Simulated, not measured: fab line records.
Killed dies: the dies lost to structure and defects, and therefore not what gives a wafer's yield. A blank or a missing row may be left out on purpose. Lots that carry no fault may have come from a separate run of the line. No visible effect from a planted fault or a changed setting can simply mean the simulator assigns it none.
Chamber matching    flow gf180mcu    GF_SAB_CVD_00 on pecvd-03: 3 sister chambers
The step deposits SiO2 from TEOS, target thk 50 nm, time 5.087 s. 3 wafers are shown with their chamber, then 9 later ones without.

WAFERS PAIRED WITH THEIR CHAMBERS
wafer   chamber  heater_power_w (W)
L089.1  1        703
L089.4  2        568
L089.6  0        826

WAFERS WITHOUT THEIR CHAMBER
wafer   heater_power_w (W)
L094.3  755
L094.5  798
L094.6  592
L096.1  724
L096.3  493
L096.5  711
L097.1  687
L097.3  659
L097.5  703

CHAMBER TAKEN BY EACH
wafer    from the rows above       in truth
L094.3   can't be placed: 1 or 0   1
L094.5   can't be placed: 0 or 1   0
L094.6   2                         2
L096.1   1                         1
L096.3   2                         2
L096.5   1                         1
L097.1   1                         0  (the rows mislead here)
L097.3   can't be placed: 1 or 2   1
L097.5   1                         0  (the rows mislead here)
Correct placement for 4 of the 9. Not placeable from these rows: 3 (in 3, the candidates include the true chamber). Wrongly placed: 2.
How it was worked out, from the rows above alone: a wafer's distance from a chamber is the root of the sum, over the readings, of the square of ((its reading less the chamber's mean) divided by the reading's scatter). If the next closest chamber is less than 2 further off than the closest, the wafer can't be placed; otherwise it belongs to the closest. Each chamber's mean is taken over the wafers shown for it. The scatter: with one shown wafer a chamber, the root of the mean of the squares of how far each hidden wafer lies from its nearest shown one.
